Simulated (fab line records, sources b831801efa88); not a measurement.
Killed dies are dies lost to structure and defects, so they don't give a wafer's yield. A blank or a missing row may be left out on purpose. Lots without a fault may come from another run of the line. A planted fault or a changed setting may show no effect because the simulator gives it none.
A struck lot beside a sound one | flow sky130 | 32 steps out of a route of 708
Sound: wafers L828.2, L828.3, L828.5. Struck: wafers L832.2, L832.3, L832.6. The cause comes at the end.
At each step with rows: each side's tool, then ch and its chambers, then its first start. Under that, the readings that differ: sound wafers | struck wafers | difference of the means | sigmas: that difference in standard deviations of wafers without a fault.
alike: readings whose means differ by less than 2 such deviations, and words and numbers that are the same on both sides. not compared: withheld readings, readings that some wafer has no value for, bounds like >300 that may hide the same value, and numbers for which the record gives no deviation and whose values overlap.
The two part at a step that has a row with sigmas, a row that says differs or no value, or rows on one side only. Numbers that don't overlap but have no deviation are shown without sigmas and don't part them. A reading that every wafer of one side lacks parts them only if that side has two wafers or more.

SKY_FIELD_ISO_BOW_MEAS_00:
  sound on film_metro-04, day 1 20:01; struck on film_metro-04, day 2 16:01
  alike: INCOMING_BOW
SKY_FIELD_ISO_OXIDATION_01: stabilise 600 s, purge 300 s, target thk 12 nm.
  sound on furnace-02 ch 0, day 1 23:19; struck on furnace-01 ch 0, day 2 18:38
  reading                   | sound             | struck            | difference | sigmas
  ox_temp_c_max             | 903.0 903.9 902.8 | 905.5 905.6 904.6 | +2.0       | +2
  zone_power_centre_pct (%) | 15.2 14.9 15.1    | 15.9 15.9 16.0    | +0.9       | +2
  alike: spike_tc_top_C
SKY_FIELD_ISO_THK_MEAS_02:
  sound on film_metro-03, day 2 00:50; struck on film_metro-04, day 2 20:28
  reading                         | sound             | struck            | difference | sigmas
  FIELD_ISO_OXIDATION_00_THK (nm) | 11.99 11.88 11.85 | 19.11 18.93 19.22 | +7.18      | +33
then, 1 step without rows for these wafers: SKY_FIELD_ISO_CVD_03 (deposits Si3N4 from DCS/NH3, target thk 165 nm, time 2830 s).
SKY_FIELD_ISO_THK_MEAS_04:
  sound on film_metro-03, day 2 02:41; struck on film_metro-03, day 3 04:46
  alike: FIELD_ISO_CVD_03_THK
then, 4 steps without rows for these wafers: SKY_FIELD_ISO_DEHYDRATE_05 (time 60 s); SKY_FIELD_ISO_HMDS_06 (prime time 60 s); SKY_FIELD_ISO_COAT_07 (resist thk 60 nm); SKY_FIELD_ISO_COAT_08 (resist thk 450 nm).
SKY_FIELD_ISO_SOFTBAKE_09: time 94.25 s.
  sound on litho_track-01 ch 0; struck on litho_track-01 ch 0
  alike: plate_sensor_t_centre_C, plate_sensor_t_edge_C, softbake_temp_c
then, 3 steps without rows for these wafers: SKY_FIELD_ISO_EXPOSE_10 (exposes mask FOM, target cd 150 nm); SKY_FIELD_ISO_PEB_11; SKY_FIELD_ISO_DEVELOP_12 (develop time 60 s).
SKY_FIELD_ISO_CD_MEAS_13: target cd 150 nm.
  sound on cd_sem-02, day 2 17:12; struck on cd_sem-02, day 3 11:51
  alike: cd_nm
SKY_FIELD_ISO_ETCH_14: etches BARC in N2/H2, stops on SiO2, time 44.48 s, target depth 60 nm.
  sound on rie_diel-03 ch 0,1, day 2 17:18; struck on rie_diel-03 ch 0,1,3, day 3 11:57
  alike: bias_w, drypump_motor_current_A, oes_product_au, throttle_valve_pct
  not compared: rf_hours_counter_h
SKY_FIELD_ISO_ETCH_15: etches the open film in CHF3/O2, stops on Si, target depth 180 nm, time 72 s.
  sound on rie_diel-03 ch 0,1, day 2 17:20; struck on rie_diel-03 ch 0,1,3, day 3 11:59
  alike: bias_w, drypump_motor_current_A, oes_product_au, throttle_valve_pct
  not compared: rf_hours_counter_h
then, 1 step without rows for these wafers: SKY_FIELD_ISO_STRIP_16 (strips in O2/N2).
SKY_FIELD_ISO_ETCH_17: etches Si in HBr/Cl2/O2, target depth 342 nm, time 97.7 s.
  sound on rie_si-02 ch 0,1, day 2 17:30; struck on rie_si-02 ch 0,2, day 3 12:09
  alike: bias_w, drypump_motor_current_A, oes_product_au, throttle_valve_pct
  not compared: rf_hours_counter_h
then, 5 steps without rows for these wafers: SKY_FIELD_ISO_WET_ETCH_18 (etches Si3N4 in H3PO4, target depth 25 nm, time 286 s); SKY_FIELD_ISO_CLEAN_19 (cleans in SC1/SC2, time 150 s); SKY_FIELD_ISO_CLEAN_20 (cleans in dHF, time 20 s); SKY_FIELD_ISO_WET_ETCH_21 (etches SiO2 in dHF, target depth 20 nm, time 400 s); SKY_FIELD_ISO_OXIDATION_22 (stabilise 600 s, purge 300 s, target thk 10 nm).
SKY_FIELD_ISO_THK_MEAS_23:
  sound on film_metro-01, day 2 20:16; struck on film_metro-04, day 3 14:35
  alike: FIELD_ISO_OXIDATION_01_THK
then, 1 step without rows for these wafers: SKY_FIELD_ISO_CVD_24 (deposits SiO2, target thk 595 nm, time 99.2 s).
SKY_FIELD_ISO_THK_MEAS_25:
  sound on film_metro-04, day 2 20:24; struck on film_metro-01, day 3 14:43
  reading                   | sound       | struck      | difference | sigmas
  FIELD_ISO_CVD_24_THK (nm) | 612 605 603 | 592 588 585 | -18        | -3
then, 1 step without rows for these wafers: SKY_FIELD_ISO_ANNEAL_26 (time 1800 s).
SKY_FIELD_ISO_CMP_27: polishes, stops on Si3N4, t overpolish 16 s, target thk 457.8 nm.
  sound on cmp-02 ch 1,3, day 2 22:00; struck on cmp-01 ch 0,1,3, day 3 16:19
  alike: motor_current_A, overpolish_run_s, time_to_endpoint_s
then, 1 step without rows for these wafers: SKY_FIELD_ISO_WET_ETCH_28 (etches SiO2 in dHF, target depth 23.7 nm, time 47 s).
SKY_FIELD_ISO_WET_ETCH_29: etches Si3N4 in H3PO4, target depth 160 nm, time 1825 s.
  sound on wet_bench-01 ch 0, day 2 22:16; struck on wet_bench-03 ch 2, day 3 16:35
  reading                                          | sound             | struck            | difference | sigmas
  model.SiO2_of_FIELD_ISO_OXIDATION_01.thk_nm (nm) | 11.64 11.58 11.58 | 18.81 18.68 18.95 | +7.21      |
then, 1 step without rows for these wafers: SKY_FIELD_ISO_WET_ETCH_30 (etches SiO2 in dHF, target depth 25 nm, time 50 s).
-- the record jumps here: 44 days lie between the struck wafers' starts before and after (it left off in module FIELD_ISO and takes up again in module PAD_OPEN, whose first step shown is number 708 of the route) --
SKY_PAD_OPEN_PROBE_99:
  sound on prober-02, day 46 14:14; struck on prober-01, day 47 14:25
  reading                                          | sound                | struck               | difference | sigmas
  model.etest.sram_nfet_pass.off_log10_a_um        | -12.63 -12.71 -12.84 | -13.15 -13.09 -13.27 | -0.44      |
  model.etest.diode_pdiff_fingers.leak_log10_a_cm2 | -6.609 -6.756 -6.644 | -6.865 -7.143 -6.993 | -0.331     |
  model.etest.sram_nfet_pass.vt_sat_v (V)          | 0.5669 0.576 0.5852  | 0.5999 0.6173 0.6147 | +0.0346    |
  model.etest.sram_nfet_pass.vt_v (V)              | 0.6653 0.676 0.6817  | 0.7024 0.7199 0.7218 | +0.0404    |
  alike: killed_at_M0_to_M3, killed_at_M4_up, killed_at_contacts, killed_at_front_end, killed_at_other, killed_dies, killed_open, killed_short
  not compared: model.etest.field_n.vt_v, model.etest.diode_ndiff_fingers.leak_log10_a_cm2

WHERE THEY PART
First at SKY_FIELD_ISO_OXIDATION_01; last, within this record, at SKY_FIELD_ISO_THK_MEAS_25. Later steps at which nothing parts them and some readings are alike: SKY_FIELD_ISO_CMP_27, SKY_PAD_OPEN_PROBE_99.

WHY: what the simulator had put in
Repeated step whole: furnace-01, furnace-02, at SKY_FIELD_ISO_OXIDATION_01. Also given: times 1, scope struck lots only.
